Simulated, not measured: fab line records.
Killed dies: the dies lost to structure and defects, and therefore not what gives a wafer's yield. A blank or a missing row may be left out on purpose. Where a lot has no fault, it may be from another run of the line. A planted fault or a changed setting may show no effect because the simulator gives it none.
A lot that was struck, set against a sound lot ; flow sky130 ; 15 out of 708 route steps
Sound: the wafers L700.3, L700.4, L700.6. Struck: wafer L705.4 (left out: L705.3, a lot-mate that was not struck); the cause follows at the end.
Order at every step that has rows: each side's tool, ch and its chambers, its first start. Under that, the readings that differ: sound wafers ; struck wafers ; difference of the means ; sigmas: that difference in standard deviations of wafers without a fault.
alike: same words and numbers on both sides, and readings whose means sit less than 2 such deviations apart. not compared: any withheld reading, any reading some wafer has no value for, any bound like >300 that may hide the same value, and any number with overlapping values for which the record gives no deviation.
The two part at a step that has a row with sigmas, a row that says differs or no value, or rows on one side only. When numbers do not overlap yet have no deviation, they are printed without sigmas and do not part them. A reading that every wafer of one side lacks parts them only if that side has two wafers or more.

first, 3 steps without rows for these wafers: SKY_PASSIVATION_EXPOSE_08 (exposes mask NSM, target cd 3000 nm); SKY_PASSIVATION_PEB_09; SKY_PASSIVATION_DEVELOP_10 (develop time 60 s).
SKY_PASSIVATION_ETCH_11: etches the open film in CF4/O2, stops on AlCu, target depth 725 nm, time 161.1 s.
  sound on rie-diel-02 ch 1,2, day 46 02:01; struck on rie-diel-02 ch 0, day 47 01:53
  alike: chamber-pressure-mTorr, drypump-motor-current-A, oes-product-au, run-length-s, throttle-valve-pct
  not compared: rf-hours-counter-h
SKY_PASSIVATION_STRIP_12: strips in O2/N2.
  sound on plasma-asher-01 ch 0,1, day 46 02:09; struck on plasma-asher-01 ch 1, day 47 02:02
  alike: chamber-pressure-mTorr, drypump-motor-current-A, o2-flow-sccm, oes-product-au, strip-time-to-endpoint-s
  not compared: rf-hours-counter-h
then, 7 steps without rows for these wafers: SKY_PAD_OPEN_DEHYDRATE_00 (time 60 s); SKY_PAD_OPEN_HMDS_01 (prime time 60 s); SKY_PAD_OPEN_COAT_02 (resist thk 3000 nm); SKY_PAD_OPEN_SOFTBAKE_03; SKY_PAD_OPEN_EXPOSE_04 (exposes mask PDM, target cd 60000 nm); SKY_PAD_OPEN_PEB_05; SKY_PAD_OPEN_DEVELOP_06 (develop time 60 s).
SKY_PAD_OPEN_ETCH_07: etches the open film in CF4/O2, stops on AlCu, target depth 725 nm, time 161.1 s.
  sound on rie-diel-03 ch 1,3, day 46 22:37; struck on rie-diel-02 ch 3, day 47 21:58
reading;sound;struck;difference;sigmas
oes-product-au (a.u.);0.979 0.979 0.979;0.884;-0.095;-14
run-length-s (s);189.1 189.8 189.4;222.1;+32.7;+78
throttle-valve-pct (%);5.982 5.943 5.947;5.934;-0.023;-3
  alike: chamber-pressure-mTorr, drypump-motor-current-A
  not compared: rf-hours-counter-h
SKY_PAD_OPEN_STRIP_08: strips in O2/N2.
  sound on plasma-asher-01 ch 0,1, day 46 22:46; struck on plasma-asher-01 ch 0, day 47 22:06
reading;sound;struck;difference;sigmas
oes-product-au (a.u.);0.656 0.660 0.663;0.648;-0.012;-3
  alike: chamber-pressure-mTorr, drypump-motor-current-A, o2-flow-sccm
  not compared: rf-hours-counter-h
following that, these wafers have no rows for 1 step: SKY_PAD_OPEN_PROBE_99.

WHERE THEY PART
At SKY_PAD_OPEN_ETCH_07 first; at SKY_PAD_OPEN_STRIP_08 last (within this record only).

WHY: whatever the simulator had introduced
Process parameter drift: rie-diel-02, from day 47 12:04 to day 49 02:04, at SKY_PAD_OPEN_ETCH_07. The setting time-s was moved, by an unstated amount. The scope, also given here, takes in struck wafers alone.
